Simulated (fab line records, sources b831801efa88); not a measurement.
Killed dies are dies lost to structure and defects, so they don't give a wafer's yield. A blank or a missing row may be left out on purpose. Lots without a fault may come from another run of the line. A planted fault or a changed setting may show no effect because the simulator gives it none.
A struck lot beside a sound one | flow sfq_line | 42 steps out of a route of 325
Sound: wafers L177.1, L177.4, L177.6. Struck: wafer L192.5. (L192.3, L192.6 of the same lot were not struck and are left out.) The cause comes at the end.
At each step with rows: each side's tool, then ch and its chambers, then its first start. Under that, the readings that differ: sound wafers | struck wafers | difference of the means | sigmas: that difference in standard deviations of wafers without a fault.
alike: readings whose means differ by less than 2 such deviations, and words and numbers that are the same on both sides. not compared: withheld readings, readings that some wafer has no value for, bounds like >300 that may hide the same value, and numbers for which the record gives no deviation and whose values overlap.
The two part at a step that has a row with sigmas, a row that says differs or no value, or rows on one side only. Numbers that don't overlap but have no deviation are shown without sigmas and don't part them. A reading that every wafer of one side lacks parts them only if that side has two wafers or more.

first, 6 steps without rows for these wafers: SFQ_TRILAYER_L0_VIA_LITHO_COAT_018 (resist thk 62 nm); SFQ_TRILAYER_L0_VIA_LITHO_COAT_013 (resist thk 650 nm); SFQ_TRILAYER_L0_VIA_LITHO_SOFTBAKE_017; SFQ_TRILAYER_L0_VIA_LITHO_EXPOSE_014 (exposes mask L0V, target cd 700 nm); SFQ_TRILAYER_L0_VIA_LITHO_PEB_016 (peb time 60 s); SFQ_TRILAYER_L0_VIA_LITHO_DEVELOP_015 (time 60 s).
SFQ_L0V_OVL_MEAS_903:
  sound on overlay-01, day 9 00:24; struck on overlay-01, day 12 12:31
  reading      | sound  | struck | difference | sigmas
  L0V_OVL (nm) | 10 1 5 | -5     | -10        | -2
SFQ_TRILAYER_L0_VIA_BARC_OPEN_VIA_ETCH_021: etches BARC in O2, target depth 125 nm, time 41.7 s.
  sound on rie_diel-02 ch 0,1,3, day 9 00:26; struck on rie_diel-04 ch 0, day 12 12:32
  alike: bias_w, drypump_motor_current_A, oes_product_au
  not compared: rf_hours_counter_h
then, 1 step without rows for these wafers: SFQ_TRILAYER_L0_VIA_ETCH_VIA_ETCH_016 (etches SiO2 in CHF3, stops on MoNx KI, target depth 80 nm).
SFQ_TRILAYER_L0_VIA_STRIP_STRIP_017: strips in O2.
  sound on rie_metal-04 ch 0,1, day 9 00:32; struck on rie_metal-01 ch 0, day 12 12:50
  alike: drypump_motor_current_A, he_backside_leak_sccm, oes_product_au
  not compared: rf_hours_counter_h
then, 2 steps without rows for these wafers: SFQ_TRILAYER_L0_VIA_STRIP_SOLV_CLEAN_018 (cleans in NMP, time 600 s); SFQ_TRILAYER_M0_DEP_PRE_CLEAN_020 (time 15 s).
SFQ_TRILAYER_M0_DEP_SPUTTER_019: material Nb, target thk 200 nm, time 133.3 s.
  sound on pvd_sputter-03, day 9 01:20; struck on pvd_sputter-04, day 12 13:26
  reading                                             | sound             | struck | difference | sigmas
  model.Nb_of_TRILAYER_M0_DEP_SPUTTER_019.thk_nm (nm) | 198.3 200.6 201.5 | 197    | -3         |
  alike: throttle_valve_pct
SFQ_M0_RS_MEAS_904: measures by four-point-probe.
  sound on film_metro-02, day 9 01:25; struck on film_metro-01, day 12 13:34
  alike: M0_NB_RS
then, 6 steps without rows for these wafers: SFQ_TRILAYER_M0_LITHO_COAT_026 (resist thk 62 nm); SFQ_TRILAYER_M0_LITHO_COAT_021 (resist thk 600 nm); SFQ_TRILAYER_M0_LITHO_SOFTBAKE_025; SFQ_TRILAYER_M0_LITHO_EXPOSE_022 (exposes mask M0, target cd 500 nm); SFQ_TRILAYER_M0_LITHO_PEB_024 (peb time 60 s); SFQ_TRILAYER_M0_LITHO_DEVELOP_023 (time 60 s).
-- the record jumps here: 5 days lie between the struck wafers' starts before and after --
SFQ_M0_OVL_MEAS_906:
  sound on overlay-01, day 12 10:06; struck on overlay-02, day 17 10:31
  alike: M0_OVL
SFQ_TRILAYER_M0_BARC_OPEN_METAL_ETCH_031: etches BARC in O2, target depth 125 nm, time 41.7 s.
  sound on rie_metal-04 ch 0,1, day 12 10:08; struck on rie_metal-04 ch 0, day 17 10:34
  reading               | sound             | struck | difference | sigmas
  oes_product_au (a.u.) | 0.679 0.689 0.679 | 0.698  | +0.016     | +3
  alike: bias_w, drypump_motor_current_A, he_backside_leak_sccm
  not compared: rf_hours_counter_h
SFQ_TRILAYER_M0_ETCH_METAL_ETCH_024: etches Nb in Cl2/Ar, stops on SiO2, target depth 240 nm, time 120 s.
  sound on rie_metal-04 ch 0,1, day 12 10:12; struck on rie_metal-04 ch 0, day 17 10:38
  reading                        | sound             | struck | difference | sigmas
  model.M0.feature_depth_nm (nm) | 198.3 200.6 201.5 | 197    | -3         |
  model.etch.depth_nm (nm)       | 198.3 200.6 201.5 | 197    | -3         |
  alike: bias_w, drypump_motor_current_A, he_backside_leak_sccm, oes_product_au
  not compared: rf_hours_counter_h
then, 3 steps without rows for these wafers: SFQ_TRILAYER_M0_STRIP_STRIP_025 (strips in O2); SFQ_TRILAYER_M0_STRIP_SOLV_CLEAN_026 (cleans in NMP, time 600 s); SFQ_TRILAYER_I0_DEP_PECVD_027 (deposits SiO2 from SiH4/N2O, time 111.11 s, target thk 500 nm).
SFQ_TRILAYER_I0_CMP_CMP_028: polishes SiO2.
  sound on cmp-02 ch 0,2,3, day 12 19:50; struck on cmp-01 ch 1, day 17 13:35
  reading             | sound        | struck | difference | sigmas
  motor_current_A (A) | 9.8 10.5 8.8 | 12.2   | +2.5       | +3
  alike: time_to_endpoint_s
SFQ_I0_BOW_MEAS_907:
  sound on film_metro-04, day 12 21:50; struck on film_metro-03, day 17 14:37
  alike: I0_BOW
then, 7 steps without rows for these wafers: SFQ_TRILAYER_I0_METRO_MEASURE_029; SFQ_TRILAYER_I0_VIA_LITHO_COAT_036 (resist thk 62 nm); SFQ_TRILAYER_I0_VIA_LITHO_COAT_031 (resist thk 650 nm); SFQ_TRILAYER_I0_VIA_LITHO_SOFTBAKE_035; SFQ_TRILAYER_I0_VIA_LITHO_EXPOSE_032 (exposes mask I0, target cd 500 nm); SFQ_TRILAYER_I0_VIA_LITHO_PEB_034 (peb time 60 s); SFQ_TRILAYER_I0_VIA_LITHO_DEVELOP_033 (time 60 s).
-- the record jumps here: 6 days lie between the struck wafers' starts before and after --
SFQ_I0_OVL_MEAS_908:
  sound on overlay-01, day 18 04:30; struck on overlay-02, day 23 13:05
  reading     | sound    | struck | difference | sigmas
  I0_OVL (nm) | -6 -4 -3 | 6      | +10        | +2
then, 1 step without rows for these wafers: SFQ_TRILAYER_I0_VIA_BARC_OPEN_VIA_ETCH_046 (etches BARC in O2, target depth 125 nm, time 41.7 s).
SFQ_TRILAYER_I0_VIA_ETCH_VIA_ETCH_034: etches SiO2 in CHF3, stops on Nb, target depth 260 nm.
  sound on rie_diel-01 ch 1,3, day 18 04:35; struck on rie_diel-02 ch 2, day 23 13:09
  alike: bias_w, drypump_motor_current_A, oes_product_au
then, 3 steps without rows for these wafers: SFQ_TRILAYER_I0_VIA_STRIP_STRIP_035 (strips in O2); SFQ_TRILAYER_I0_VIA_STRIP_SOLV_CLEAN_036 (cleans in NMP, time 600 s); SFQ_TRILAYER_M1_DEP_PRE_CLEAN_038 (time 22.5 s).
-- the record jumps here: 57 days lie between the struck wafers' starts before and after --
SFQ_M8_BOW_MEAS_951:
  sound on film_metro-03, day 76 21:42; struck on film_metro-04, day 80 02:43
  reading                 | sound               | struck | difference | sigmas
  model.etest.i0.link_ohm | 1.97 1.964 1.968    | 1.98   | +0.01      |
  model.etest.m0.ohm_sq   | 0.8986 0.8881 0.884 | 0.9045 | +0.0143    |
  alike: M8_BOW
  not compared: model.etest.m0.ohm_um

WHERE THEY PART
First at SFQ_L0V_OVL_MEAS_903; last, within this record, at SFQ_I0_OVL_MEAS_908. Later steps at which nothing parts them and some readings are alike: SFQ_TRILAYER_I0_VIA_ETCH_VIA_ETCH_034, SFQ_M8_BOW_MEAS_951.

WHY: what the simulator had put in
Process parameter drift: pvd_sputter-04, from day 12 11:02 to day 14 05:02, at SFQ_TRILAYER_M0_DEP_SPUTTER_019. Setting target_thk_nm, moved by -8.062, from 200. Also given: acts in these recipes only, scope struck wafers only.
